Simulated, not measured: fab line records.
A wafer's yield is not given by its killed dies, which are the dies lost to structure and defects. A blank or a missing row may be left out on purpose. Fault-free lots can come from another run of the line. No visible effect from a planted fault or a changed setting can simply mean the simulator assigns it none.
Which of the tools did it? -- flow sky130 -- Sampling: 13 lots, 39 wafers, 2 of 708 route steps

WHAT THE GAUGES READ, wafer by wafer
SKY_VIA2_THK_MEAS_01.
lot,measured,on,VIA2_HDPCVD_THK (nm)
L150,day 35 23:01,film-metro-02,1181 1187 1165
L151,day 35 23:08,film-metro-03,1209 1176 1155
L153,day 36 12:29,film-metro-03,1170 1167 1197
L155,day 37 17:41,film-metro-01,1174 1156 1180
L156,day 37 18:00,film-metro-02,1175 1167 1156
L159,day 38 15:44,film-metro-03,1191 1196 1190
L160,day 38 16:37,film-metro-03,1191 1190 1219
L162,day 39 05:45,film-metro-03,1184 1186 1191
L161,day 39 07:50,film-metro-01,1194 1176 1179
L165,day 40 02:57,film-metro-03,1196 1218 1196
L164,day 40 05:21,film-metro-03,1172 1195 1187
L166,day 40 08:08,film-metro-01,1193 1200 1189
L172,day 42 10:14,film-metro-02,1157 1183 1176

SKY_VIA2_RS_MEAS_22: uses a four-point probe to measure.
lot,measured,on,VIA2_W_RS (ohm/sq)
L150,day 36 22:59,film-metro-01,0.2546 0.2516 0.2523
L151,day 36 23:07,film-metro-03,0.2495 0.2489 0.2554
L153,day 37 14:29,film-metro-02,0.2567 0.2508 0.2545
L155,day 38 20:54,film-metro-02,0.2552 0.2532 0.2500
L156,day 38 21:04,film-metro-01,0.2519 0.2514 0.2492
L159,day 39 17:40,film-metro-03,0.2516 0.2511 0.2533
L160,day 39 19:19,film-metro-01,0.2563 0.2563 0.2504
L162,day 40 08:11,film-metro-02,0.2534 0.2529 0.2561
L161,day 40 10:23,film-metro-01,0.2576 0.2508 0.2528
L165,day 41 04:22,film-metro-02,0.2546 0.2520 0.2498
L164,day 41 07:16,film-metro-02,0.2548 0.2527 0.2524
L166,day 41 10:59,film-metro-02,0.2535 0.2515 0.2503
L172,day 43 11:26,film-metro-01,0.2565 0.2565 0.2521

WHICH TOOL RAN EACH LOT (tool, then ch and the chambers of the sampled wafers, then the start)
There is no process step in the record ahead of these readings.

AS READ BY THE TOOLS THEMSELVES (means over the sampled wafers that have a number; for cases with no such wafer, the mark the record gives instead)
The record holds no such reading with a usual standard deviation.

THE ANSWER, worked out from the rows above alone
Rule: what is usual is taken from the lots themselves. The widest of any qualifying gaps counts: lots, ordered by their means at a reading, are off when they make up no more than a third of the lots, leave a main group of 4 or more, and stand apart from it by 3 or more times the standard deviation of that group's means. If all means in a main group match to the digits the tables above print for the reading, that group is not used. Also off: a lot with no number at a reading for which 4 or more lots have one. Where the step has rows for the other lots, those lots are counted as sound. The gauges are gone through in route order, then the tools' own readings, and for those a lot's mean is taken as printed above. At the first step where some lot is off, the reading lying furthest off is the one used; lots without a number count as furthest.
No lot is off at any reading shown: from this, nothing can be told.

WHAT THE SIMULATOR HAD INSERTED
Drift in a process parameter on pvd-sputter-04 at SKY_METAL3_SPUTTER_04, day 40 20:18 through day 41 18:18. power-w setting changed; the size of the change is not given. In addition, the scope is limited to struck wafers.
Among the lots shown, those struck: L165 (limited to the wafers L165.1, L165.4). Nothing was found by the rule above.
